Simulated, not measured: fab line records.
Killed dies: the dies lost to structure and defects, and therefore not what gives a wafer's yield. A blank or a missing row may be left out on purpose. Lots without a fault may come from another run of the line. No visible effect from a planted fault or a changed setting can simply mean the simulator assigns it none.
fab line records | flow sky130 | part 1 of 2: steps 1 to 23 of 33
[record] lots = 5 wafers = 15 last_day = 51
route steps=708 shown SONOS_ONO@169 GATE_OXIDE@187
lots untouched by any fault: they come from a run of this same line in which no faults occurred
start_h: hours from the record's first day to the start of the lot's first wafer shown | wait_h: hours from the lot's prior step to this one | " unchanged from the row above | L1.1+2: a single row standing in for several wafers | - value missing, or start not given | * or withheld: withheld | < > ~ a bound
route shown NAME@n: NAME is a module with steps in the file, n the number in the route of the first one | usual: mean/standard deviation taken from wafers without a fault | same: alike in all rows | chamber/n: place in a boat | sites: per-site readings | _std_site: the standard deviation of these | _edge_site: mean of outer sites minus mean of inner sites | radius_mm: how far each site lies from the wafer's centre | mask NAME#n: copy n | behind: the last tool/chamber to shape the wafer | hold: cause of the lot's hold/its duration in hours/its outcome | device: which transistor (n, p or np) failed to switch | end of line: tests run on the same wafers once the route is complete | for a step that has no rows: nothing shown but its recipe | killed: not the wafer's yield, but the dies lost to structure and defects at the first sort | map: per-die view of a wafer (x killed, . not killed, _ where there is no die)
set.NAME: the setting as run; set.NAME@STEP: as run at that earlier step | model.NAME: the simulator's own value behind a step, which no gauge read
lots at some steps of the route; a table a step, a row a wafer
services: a tool's chamber out of use, with start hour (start_h, from the record's first day; less than 0 if before it), hours out, and reason
[[steps]]
[step SKY_SONOS_ONO_THK_MEAS_01]
[recipe] reads = SiO2_of_SONOS_ONO_OXIDATION_00
[usual] SONOS_ONO_OXIDATION_THK = 2.60/0.069
// columns lot.wafer tool chamber start_h wait_h SONOS_ONO_OXIDATION_THK[nm]
L077.3 film_metro-02 - 289.02 0.0 2.55
L077.4 " - " " 2.54
L077.6 " - " " 2.52
L085.1 film_metro-01 - 362.71 0.0 2.60
L085.3 " - " " 2.63
L085.6 " - " " 2.64
L090.2 film_metro-01 - 401.33 0.0 2.55
L090.3 " - " " 2.62
L090.6 " - " " 2.55
L096.1 film_metro-03 - 449.40 0.0 2.58
L096.4 " - " " 2.59
L096.5 " - " " 2.55
L097.4 film_metro-03 - 454.74 0.0 2.57
L097.5 " - " " 2.66
L097.6 " - " " 2.65
[step SKY_SONOS_ONO_CVD_02]
[recipe] material = Si3N4 precursor = DCS/NH3 target_thk_nm = 10.5 temp_c = 770 time_s = 180 pressure_mtorr = 250
[usual] spike_tc_bottom_C = 790/3.5 zone_power_lower_pct = 12.37/0.28
// columns lot.wafer tool chamber start_h wait_h spike_tc_bottom_C zone_power_lower_pct
L077.3 lpcvd-02 1 306.36 17.3 785 12.15
L077.4 " 1 " " 784 11.99
L077.6 " 1 " " 784 12.29
L085.1 lpcvd-02 0 365.05 2.3 792 12.47
L085.3 " 0 " " 792 12.76
L085.6 " 0 " " 792 12.54
L090.2 lpcvd-02 1 402.55 1.2 785 11.83
L090.3 " 1 " " 785 12.06
L090.6 " 1 " " 784 11.96
L096.1 lpcvd-02 1 449.46 0.1 785 11.86
L096.4 " 1 " " 784 11.99
L096.5 " 1 " " 784 12.05
L097.4 lpcvd-02 1 454.77 0.0 785 12.01
L097.5 " 1 " " 784 11.97
L097.6 " 1 " " 784 12.09
[step SKY_SONOS_ONO_THK_MEAS_03]
[recipe] reads = Si3N4_of_SONOS_ONO_CVD_02
[usual] SONOS_ONO_CVD_02_THK = 10.42/0.12
// columns lot.wafer tool chamber start_h wait_h SONOS_ONO_CVD_02_THK[nm]
L077.3 film_metro-02 - 307.43 0.0 10.49
L077.4 " - " " 10.51
L077.6 " - " " 10.48
L085.1 film_metro-01 - 366.63 0.0 10.42
L085.3 " - " " 10.46
L085.6 " - " " 10.31
L090.2 film_metro-03 - 403.72 0.1 10.47
L090.3 " - " " 10.49
L090.6 " - " " 10.41
L096.1 film_metro-02 - 450.51 0.0 10.23
L096.4 " - " " 10.38
L096.5 " - " " 10.39
L097.4 film_metro-01 - 455.85 0.0 10.21
L097.5 " - " " 10.23
L097.6 " - " " 10.13
[step SKY_SONOS_ONO_CVD_04]
[recipe] material = SiO2 precursor = SiH4/N2O target_thk_nm = 5.7199 temp_c = 900 pressure_mtorr = 400
[usual] spike_tc_bottom_C = 918.8/1.5 zone_power_lower_pct = 17.0/3
// columns lot.wafer tool chamber start_h wait_h spike_tc_bottom_C zone_power_lower_pct
L077.3 lpcvd-03 0 307.47 0.0 916.2 14.1
L077.4 " 0 " " 919.8 14.2
L077.6 " 0 " " 916.5 14.1
L085.1 lpcvd-03 0 366.69 0.1 915.8 14.2
L085.3 " 0 " " 917.8 14.0
L085.6 " 0 " " 917.1 14.1
L090.2 lpcvd-03 0 403.77 0.0 917.9 14.2
L090.3 " 0 " " 917.1 14.4
L090.6 " 0 " " 916.5 14.2
L096.1 lpcvd-03 0 450.57 0.1 917.9 14.3
L096.4 " 0 " " 918.4 14.4
L096.5 " 0 " " 917.9 14.3
L097.4 lpcvd-03 0 455.88 0.0 919.3 14.4
L097.5 " 0 " " 917.3 14.4
L097.6 " 0 " " 918.0 14.3
[step SKY_SONOS_ONO_THK_MEAS_05]
[recipe] reads = SiO2_of_SONOS_ONO_CVD_04
[usual] SONOS_ONO_CVD_04_THK = 5.71/0.11
// columns lot.wafer tool chamber start_h wait_h SONOS_ONO_CVD_04_THK[nm]
L077.3 film_metro-03 - 308.74 0.0 5.79
L077.4 " - " " 5.81
L077.6 " - " " 5.81
L085.1 film_metro-03 - 367.94 0.0 5.68
L085.3 " - " " 5.76
L085.6 " - " " 5.81
L090.2 film_metro-03 - 405.03 0.0 5.55
L090.3 " - " " 5.67
L090.6 " - " " 5.71
L096.1 film_metro-02 - 451.82 0.0 5.68
L096.4 " - " " 5.53
L096.5 " - " " 5.55
L097.4 film_metro-01 - 457.16 0.0 5.69
L097.5 " - " " 5.69
L097.6 " - " " 5.63
[step SKY_SONOS_ONO_DEHYDRATE_06]
[recipe] temp_c = 200 time_s = 60
[usual] chill_plate_temp_C = 22.97/0.11
// columns lot.wafer tool chamber start_h wait_h chill_plate_temp_C
L077.3 litho_track-03 0 322.53 13.8 22.85
L077.4 " 0 " " 23.00
L077.6 " 0 " " 22.93
L085.1 litho_track-04 0 382.40 14.5 22.86
L085.3 " 0 " " 22.86
L085.6 " 0 " " 22.66
L090.2 litho_track-01 0 419.68 14.6 22.89
L090.3 " 0 " " 22.93
L090.6 " 0 " " 23.00
L096.1 litho_track-03 0 467.93 16.1 22.96
L096.4 " 0 " " 23.03
L096.5 " 0 " " 22.73
L097.4 litho_track-04 0 472.58 15.4 22.89
L097.5 " 0 " " 22.84
L097.6 " 0 " " 22.99
[step SKY_SONOS_ONO_HMDS_07]
[recipe] prime_time_s = 60 prime_temp_c = 120
[usual] chill_plate_temp_C = 23.00/0.11 prime_temp_c = 120.00/0.14
// columns lot.wafer tool chamber start_h wait_h chill_plate_temp_C prime_temp_c
L077.3 litho_track-03 0 322.68 0.1 23.08 120.03
L077.4 " 0 " " 22.92 119.89
L077.6 " 0 " " 22.95 120.09
L085.1 litho_track-04 0 382.55 0.1 23.19 119.89
L085.3 " 0 " " 23.24 120.22
L085.6 " 0 " " 23.10 119.86
L090.2 litho_track-01 0 419.83 0.1 22.94 119.90
L090.3 " 0 " " 22.94 119.81
L090.6 " 0 " " 22.88 120.01
L096.1 litho_track-03 0 468.08 0.1 23.07 119.91
L096.4 " 0 " " 23.27 119.85
L096.5 " 0 " " 23.06 119.86
L097.4 litho_track-04 0 472.73 0.1 22.95 119.89
L097.5 " 0 " " 22.95 119.77
L097.6 " 0 " " 23.06 120.24
[step SKY_SONOS_ONO_COAT_08]
[recipe] resist = NOVOLAK spin_rpm = 3000 resist_thk_nm = 1162
[usual] chill_plate_temp_C = 23.02/0.12
// columns lot.wafer tool chamber start_h wait_h chill_plate_temp_C
L077.3 litho_track-03 0 322.83 0.1 22.83
L077.4 " 0 " " 22.98
L077.6 " 0 " " 23.09
L085.1 litho_track-04 0 382.70 0.1 23.25
L085.3 " 0 " " 23.01
L085.6 " 0 " " 22.90
L090.2 litho_track-01 0 419.98 0.1 23.07
L090.3 " 0 " " 22.99
L090.6 " 0 " " 22.97
L096.1 litho_track-03 0 468.23 0.1 23.09
L096.4 " 0 " " 23.03
L096.5 " 0 " " 23.18
L097.4 litho_track-04 0 472.88 0.1 23.26
L097.5 " 0 " " 23.21
L097.6 " 0 " " 23.18
[step SKY_SONOS_ONO_SOFTBAKE_09]
[recipe] temp_c = 90 time_s = 60 resist = NOVOLAK
[usual] chill_plate_temp_C = 23.00/0.085
// columns lot.wafer tool chamber start_h wait_h chill_plate_temp_C
L077.3 litho_track-03 0 322.98 0.1 22.97
L077.4 " 0 " " 23.04
L077.6 " 0 " " 23.01
L085.1 litho_track-04 0 382.85 0.1 22.95
L085.3 " 0 " " 22.93
L085.6 " 0 " " 22.92
L090.2 litho_track-01 0 420.13 0.1 22.95
L090.3 " 0 " " 23.02
L090.6 " 0 " " 22.90
L096.1 litho_track-03 0 468.38 0.1 23.13
L096.4 " 0 " " 23.14
L096.5 " 0 " " 23.04
L097.4 litho_track-04 0 473.03 0.1 23.09
L097.5 " 0 " " 23.03
L097.6 " 0 " " 23.11
[step SKY_SONOS_ONO_EXPOSE_10]
[recipe] mask_id = ONOM target_cd_nm = 410 na = 0.6 source_shape = conventional sigma_outer = 0.6 dose_mj = 150
// columns lot.wafer tool chamber start_h wait_h mask
L077.3+4+6 iline_stepper-01 0 - - ONOM#0
L085.1+3+6 iline_stepper-01 0 - - ONOM#0
L090.2+3+6 iline_stepper-02 0 - - ONOM#0
L096.1+4+5 iline_stepper-01 0 - - ONOM#0
L097.4+5+6 iline_stepper-01 0 - - ONOM#0
[step SKY_SONOS_ONO_PEB_11]
[recipe] temp_c = withheld time_s = * resist = NOVOLAK
[usual] chill_plate_temp_C = *
// columns lot.wafer tool chamber start_h wait_h chill_plate_temp_C
L077.3 litho_track-01 0 - - *
L077.4 " 0 " " *
L077.6 " 0 " " *
L085.1 litho_track-03 0 - - *
L085.3 " 0 " " *
L085.6 " 0 " " *
L090.2 litho_track-04 0 - - *
L090.3 " 0 " " *
L090.6 " 0 " " *
L096.1 litho_track-01 0 - - *
L096.4 " 0 " " *
L096.5 " 0 " " *
L097.4 litho_track-03 0 - - *
L097.5 " 0 " " *
L097.6 " 0 " " *
[step SKY_SONOS_ONO_DEVELOP_12]
[recipe] develop_time_s = 60 dev_temp_c = 23
[usual] chill_plate_temp_C = 22.98/0.12
// columns lot.wafer tool chamber start_h wait_h chill_plate_temp_C
L077.3 litho_track-01 0 336.91 0.1 22.98
L077.4 " 0 " " 22.79
L077.6 " 0 " " 22.86
L085.1 litho_track-03 0 398.58 0.1 23.11
L085.3 " 0 " " 22.98
L085.6 " 0 " " 23.06
L090.2 litho_track-04 0 436.23 0.1 22.94
L090.3 " 0 " " 22.93
L090.6 " 0 " " 22.93
L096.1 litho_track-01 0 484.86 0.1 22.78
L096.4 " 0 " " 22.91
L096.5 " 0 " " 22.98
L097.4 litho_track-03 0 489.46 0.1 22.87
L097.5 " 0 " " 23.00
L097.6 " 0 " " 23.09
[step SKY_SONOS_ONO_CD_MEAS_13]
[recipe] target_cd_nm = 410
[usual] cd_nm = 411.3/2.7
// columns lot.wafer tool chamber start_h wait_h cd_nm
L077.3 cd_sem-02 - 337.05 0.1 408.5
L077.4 " - " " 406.5
L077.6 " - " " 409.7
L085.1 cd_sem-01 - 398.73 0.1 416.0
L085.3 " - " " 413.8
L085.6 " - " " 413.5
L090.2 cd_sem-02 - 436.37 0.1 409.3
L090.3 " - " " 407.3
L090.6 " - " " 408.4
L096.1 cd_sem-02 - 485.01 0.1 408.5
L096.4 " - " " 409.8
L096.5 " - " " 409.3
L097.4 cd_sem-02 - 489.59 0.1 411.2
L097.5 " - " " 411.0
L097.6 " - " " 410.4
[step SKY_SONOS_ONO_OVL_MEAS_14]
[usual] SONOS_ONO_OVL = -0.6/1.5
// columns lot.wafer tool chamber start_h wait_h SONOS_ONO_OVL[nm]
L077.3 overlay-02 - 337.14 0.1 -0.9
L077.4 " - " " -0.1
L077.6 " - " " -0.5
L085.1 overlay-01 - 398.85 0.1 -1.8
L085.3 " - " " 2.2
L085.6 " - " " -1.7
L090.2 overlay-01 - 436.48 0.1 -0.3
L090.3 " - " " 1.8
L090.6 " - " " -0.3
L096.1 overlay-02 - 485.13 0.1 -0.8
L096.4 " - " " 0.3
L096.5 " - " " -1.5
L097.4 overlay-01 - 489.67 0.1 -1.1
L097.5 " - " " 0.0
L097.6 " - " " -2.7
[step SKY_SONOS_ONO_ETCH_15]
[recipe] target_depth_nm = 19.52 chemistry = CHF3/O2 source_w = 600 bias_w = 200 pressure_mtorr = 40 chf3_flow_sccm = 50 O2_flow_sccm = 5 time_s = 7.8
[usual] drypump_motor_current_A = 5.6/0.33 oes_product_au = 0.996/0.012 throttle_valve_pct = 8.825/0.0091
// columns lot.wafer tool chamber start_h wait_h drypump_motor_current_A oes_product_au rf_hours_counter_h throttle_valve_pct
L077.3 rie_diel-04 2 337.16 0.0 6.0 0.981 40 8.819
L077.4 " 0 " " 5.7 0.996 12 8.815
L077.6 " 0 " " 5.7 1.003 - 8.825
L085.1 rie_diel-04 0 398.89 0.0 5.7 0.990 13 8.825
L085.3 " 1 " " 5.4 1.019 109 8.833
L085.6 " 3 " " 5.5 0.978 - 8.833
L090.2 rie_diel-02 3 436.51 0.0 5.8 0.995 57 8.833
L090.3 " 0 " " 5.3 0.997 27 8.825
L090.6 " 2 " " 6.4 0.987 - 8.818
L096.1 rie_diel-04 1 485.16 0.0 5.3 1.008 1 8.829
L096.4 " 0 " " 5.7 0.997 15 8.820
L096.5 " 0 " " 5.7 1.014 - 8.825
L097.4 rie_diel-04 2 489.69 0.0 5.9 0.987 43 8.834
L097.5 " 3 " " 5.5 0.980 - 8.823
L097.6 " 2 " " 5.9 0.985 - 8.824
[step SKY_SONOS_ONO_WET_ETCH_16]
[recipe] chemistry = dHF target_depth_nm = 14 dry = n2_spin target = SiO2 dilution = 100:1 temp_c = 25 time_s = 280
[usual] bath_heat_duty_pct = 6.3/0.62 temp_c = 24.97/0.1
// columns lot.wafer tool chamber start_h wait_h bath_heat_duty_pct temp_c
L077.3 wet_bench-03 0 337.18 0.0 6.2 25.08
L077.4 " 0 " " 7.4 24.95
L077.6 " 0 " " 6.4 25.01
L085.1 wet_bench-01 3 398.91 0.0 7.0 25.11
L085.3 " 3 " " 6.0 24.96
L085.6 " 3 " " 5.5 25.12
L090.2 wet_bench-03 2 436.53 0.0 6.6 25.11
L090.3 " 2 " " 7.6 24.95
L090.6 " 2 " " 5.2 25.06
L096.1 wet_bench-01 3 485.18 0.0 5.7 24.95
L096.4 " 3 " " 6.1 24.99
L096.5 " 3 " " 6.5 25.09
L097.4 wet_bench-01 3 489.71 0.0 6.9 24.94
L097.5 " 3 " " 6.3 24.66
L097.6 " 3 " " 6.0 25.06
[step SKY_SONOS_ONO_STRIP_17]
[recipe] chemistry = O2/N2 power_w = 1400 pressure_mtorr = 1500 platen_temp_c = withheld o2_flow_sccm = 3000 n2_flow_sccm = 300 overash_fraction = 0.5
[usual] drypump_motor_current_A = 5.9/0.7 o2_flow_sccm = 3002/9 oes_product_au = 0.710/0.0046 strip_time_to_endpoint_s = 14.37/0.032
// columns lot.wafer tool chamber start_h wait_h drypump_motor_current_A o2_flow_sccm oes_product_au rf_hours_counter_h strip_time_to_endpoint_s
L077.3 plasma_asher-02 0 337.31 0.0 4.8 2993 0.708 - 14.41
L077.4 " 1 " " 6.6 2994 0.707 - 14.39
L077.6 " 0 " " 4.8 3000 0.708 - 14.41
L085.1 plasma_asher-02 1 399.01 0.0 6.6 3009 0.706 27 14.38
L085.3 " 0 " " 4.8 3013 0.705 - 14.35
L085.6 " 1 " " 6.7 3002 0.721 - 14.35
L090.2 plasma_asher-02 0 436.61 0.0 4.8 2996 0.714 31 14.38
L090.3 " 1 " " 6.6 3000 0.715 - 14.35
L090.6 " 1 " " 6.6 3007 0.707 - 14.37
L096.1 plasma_asher-02 0 485.35 0.0 4.9 3013 0.709 36 14.33
L096.4 " 1 " " 6.6 2998 0.703 - 14.30
L096.5 " 0 " " 4.8 3005 0.709 - 14.33
L097.4 plasma_asher-01 0 489.92 0.0 5.8 3005 0.716 - 14.33
L097.5 " 1 " " 6.6 3008 0.707 - 14.38
L097.6 " 0 " " 5.7 3017 0.706 - 14.35
[step SKY_SONOS_ONO_WET_ETCH_18]
[recipe] chemistry = H3PO4 target_depth_nm = 15 target = Si3N4 temp_c = 160 time_s = 172
[usual] bath_heat_duty_pct = 25.8/1.8 temp_c = 159.97/0.14
// columns lot.wafer tool chamber start_h wait_h bath_heat_duty_pct temp_c
L077.3 wet_bench-02 1 337.39 0.0 28.2 160.30
L077.4 " 1 " " 27.1 160.25
L077.6 " 1 " " 28.8 159.95
L085.1 wet_bench-03 1 399.11 0.1 26.5 159.82
L085.3 " 1 " " 24.8 159.90
L085.6 " 1 " " 25.5 160.05
L090.2 wet_bench-01 1 436.71 0.1 24.6 160.02
L090.3 " 1 " " 25.7 159.89
L090.6 " 1 " " 26.7 159.99
L096.1 wet_bench-01 1 485.45 0.1 25.2 159.81
L096.4 " 1 " " 24.3 159.82
L096.5 " 1 " " 25.3 160.08
L097.4 wet_bench-02 3 489.98 0.0 25.7 159.93
L097.5 " 3 " " 27.9 159.84
L097.6 " 3 " " 27.3 159.66
[step SKY_GATE_OXIDE_CLEAN_00]
[recipe] chemistry = SC1/SC2 mix = 1:4:20 temp_c = 70 time_s = 150 dry = n2_spin
[usual] bath_heat_duty_pct = 13.2/1.2 temp_c = 70.01/0.13
// columns lot.wafer tool chamber start_h wait_h bath_heat_duty_pct temp_c
L077.3 wet_bench-01 0 337.45 0.0 15.2 70.27
L077.4 " 0 " " 15.6 69.89
L077.6 " 0 " " 16.4 70.18
L085.1 wet_bench-01 1 399.16 0.0 13.0 69.77
L085.3 " 1 " " 12.2 69.85
L085.6 " 1 " " 12.7 69.87
L090.2 wet_bench-03 0 436.77 0.0 13.5 70.20
L090.3 " 0 " " 15.2 70.22
L090.6 " 0 " " 13.7 69.98
L096.1 wet_bench-02 3 485.57 0.0 12.9 70.21
L096.4 " 3 " " 15.1 70.07
L096.5 " 3 " " 13.0 70.25
L097.4 wet_bench-03 3 490.04 0.0 11.6 69.96
L097.5 " 3 " " 11.6 69.90
L097.6 " 3 " " 12.0 70.04
[step SKY_GATE_OXIDE_OXIDATION_01]
[recipe] temp_c = 900 ambient = O2 stabilise_s = 600 purge_s = 300 target_thk_a = 102.68 ox_time_s = 1473
[usual] spike_tc_bottom_C = 921.0/2.9 zone_power_lower_pct = 17.7/1.8
[same] stabilise_s = 600
// columns lot.wafer tool chamber start_h wait_h spike_tc_bottom_C zone_power_lower_pct
L077.3 furnace-01 0 338.51 1.0 923.7 16.4
L077.4 " 0 " " 922.4 16.6
L077.6 " 0 " " 921.2 16.7
L085.1 furnace-01 0 401.32 2.1 924.5 16.4
L085.3 " 0 " " 922.7 16.3
L085.6 " 0 " " 923.8 16.3
L090.2 furnace-01 0 438.52 1.7 920.7 16.6
L090.3 " 0 " " 922.9 16.4
L090.6 " 0 " " 924.7 16.3
L096.1 furnace-01 0 485.62 0.0 922.7 16.7
L096.4 " 0 " " 923.4 16.4
L096.5 " 0 " " 921.8 16.5
L097.4 furnace-01 0 490.10 0.0 921.7 16.6
L097.5 " 0 " " 922.4 16.2
L097.6 " 0 " " 922.9 16.2
[step SKY_GATE_OXIDE_THK_MEAS_02]
[recipe] reads = SiO2_of_GATE_OXIDE_OXIDATION_01
[usual] GATE_OXIDE_OXIDATION_00_THK = 10.23/0.15
// columns lot.wafer tool chamber start_h wait_h GATE_OXIDE_OXIDATION_00_THK[nm]
L077.3 film_metro-03 - 339.94 0.0 10.10
L077.4 " - " " 10.11
L077.6 " - " " 10.24
L085.1 film_metro-02 - 402.73 0.0 10.06
L085.3 " - " " 10.22
L085.6 " - " " 10.13
L090.2 film_metro-02 - 439.94 0.0 10.51
L090.3 " - " " 10.49
L090.6 " - " " 10.36
L096.1 film_metro-03 - 487.03 0.0 10.33
L096.4 " - " " 10.32
L096.5 " - " " 10.48
L097.4 film_metro-02 - 491.54 0.0 9.89
L097.5 " - " " 10.05
L097.6 " - " " 9.91
[step SKY_GATE_OXIDE_DEHYDRATE_03]
[recipe] temp_c = 200 time_s = 60
[usual] chill_plate_temp_C = 23.01/0.11
// columns lot.wafer tool chamber start_h wait_h chill_plate_temp_C
L077.3 litho_track-03 0 353.03 13.1 23.10
L077.4 " 0 " " 23.15
L077.6 " 0 " " 23.14
L085.1 litho_track-02 0 417.80 15.1 23.07
L085.3 " 0 " " 23.04
L085.6 " 0 " " 23.01
L090.2 litho_track-02 0 455.72 15.8 23.08
L090.3 " 0 " " 23.05
L090.6 " 0 " " 23.15
L096.1 litho_track-01 0 502.86 15.8 22.78
L096.4 " 0 " " 23.15
L096.5 " 0 " " 22.96
L097.4 litho_track-01 0 507.33 15.8 23.05
L097.5 " 0 " " 23.03
L097.6 " 0 " " 23.08
[step SKY_GATE_OXIDE_HMDS_04]
[recipe] prime_time_s = 60 prime_temp_c = 120
[usual] chill_plate_temp_C = 23.00/0.12 prime_temp_c = 119.99/0.15
// columns lot.wafer tool chamber start_h wait_h chill_plate_temp_C prime_temp_c
L077.3 litho_track-03 0 353.18 0.1 23.23 119.87
L077.4 " 0 " " 23.15 119.90
L077.6 " 0 " " 23.11 120.02
L085.1 litho_track-02 0 417.95 0.1 23.13 120.00
L085.3 " 0 " " 23.05 119.97
L085.6 " 0 " " 23.03 119.81
L090.2 litho_track-02 0 455.87 0.1 22.89 120.06
L090.3 " 0 " " 22.95 119.95
L090.6 " 0 " " 22.92 120.04
L096.1 litho_track-01 0 503.01 0.1 23.05 120.16
L096.4 " 0 " " 23.13 119.95
L096.5 " 0 " " 23.26 120.13
L097.4 litho_track-01 0 507.48 0.1 23.10 120.12
L097.5 " 0 " " 23.04 120.30
L097.6 " 0 " " 23.07 120.18
